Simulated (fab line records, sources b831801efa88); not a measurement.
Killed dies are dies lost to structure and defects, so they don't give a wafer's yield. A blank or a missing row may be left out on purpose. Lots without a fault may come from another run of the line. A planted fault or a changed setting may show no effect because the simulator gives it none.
Chamber matching | flow sky130 | SKY_CONTACT_ETCH_17 on rie_diel-01: 4 sister chambers
The step etches SiO2 in C4F8/O2/Ar, stops on Si3N4, target depth 340 nm. 20 wafers are shown with their chamber, then 10 later ones without.

WAFERS WITH THEIR CHAMBER
wafer  | chamber | oes_product_au (a.u.) | bias_w (W)
L074.2 | 1       | 0.897                 | 1202
L074.3 | 0       | 0.887                 | 1199
L074.6 | 2       | 0.889                 | 1200
L082.1 | 1       | 0.895                 | 1198
L082.2 | 3       | 0.889                 | 1206
L082.3 | 0       | 0.901                 | 1198
L084.2 | 1       | 0.891                 | 1206
L084.4 | 2       | 0.888                 | 1200
L084.6 | 1       | 0.894                 | 1197
L086.1 | 0       | 0.895                 | 1204
L086.3 | 1       | 0.887                 | 1201
L086.6 | 3       | 0.886                 | 1200
L087.2 | 3       | 0.887                 | 1197
L087.4 | 2       | 0.890                 | 1204
L087.5 | 2       | 0.893                 | 1202
L089.1 | 0       | 0.900                 | 1201
L089.2 | 2       | 0.886                 | 1191
L089.3 | 1       | 0.890                 | 1200
L091.1 | 3       | 0.889                 | 1206
L091.3 | 2       | 0.891                 | 1199

SIGNATURES (means of the wafers above)
reading        | chamber 0 | chamber 1 | chamber 2 | chamber 3 | scatter within a chamber
oes_product_au | 0.89575   | 0.89233   | 0.88950   | 0.88775   | 0.00376
bias_w         | 1200.50   | 1200.67   | 1199.33   | 1202.25   | 3.81
Rule: a wafer's distance from a chamber is the root of the sum, over the readings, of the square of ((its reading less the chamber's mean) divided by the reading's scatter). The wafer belongs to the nearest chamber; if the next one is less than 2 further off, it can't be placed. The scatter: the root of (the sum of the squares of (reading less its chamber's mean) over the shown wafers, divided by (wafers less chambers)).

WAFERS WITHOUT THEIR CHAMBER
wafer  | oes_product_au (a.u.) | bias_w (W)
L091.5 | 0.895                 | 1201
L092.1 | 0.882                 | 1200
L092.2 | 0.890                 | 1197
L092.6 | 0.898                 | 1202
L095.1 | 0.883                 | 1202
L095.3 | 0.892                 | 1200
L095.6 | 0.899                 | 1197
L094.3 | 0.892                 | 1206
L094.4 | 0.895                 | 1198
L094.5 | 0.897                 | 1203

WHICH CHAMBER EACH WENT THROUGH
wafer  | from the rows above               | in truth
L091.5 | can't be placed: 0 or 1 or 2 or 3 | 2
L092.1 | can't be placed: 3 or 2 or 1      | 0
L092.2 | can't be placed: 2 or 1 or 3 or 0 | 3
L092.6 | can't be placed: 0 or 1 or 2      | 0
L095.1 | can't be placed: 3 or 2 or 1      | 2
L095.3 | can't be placed: 1 or 2 or 0 or 3 | 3
L095.6 | can't be placed: 0 or 1 or 2      | 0
L094.3 | can't be placed: 1 or 3 or 0 or 2 | 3
L094.4 | can't be placed: 0 or 1 or 2 or 3 | 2
L094.5 | can't be placed: 0 or 1 or 2 or 3 | 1
Placed correctly: 0 of 10. Can't be placed from these rows: 10 (the true chamber is among the candidates in 9). Placed wrongly: 0.
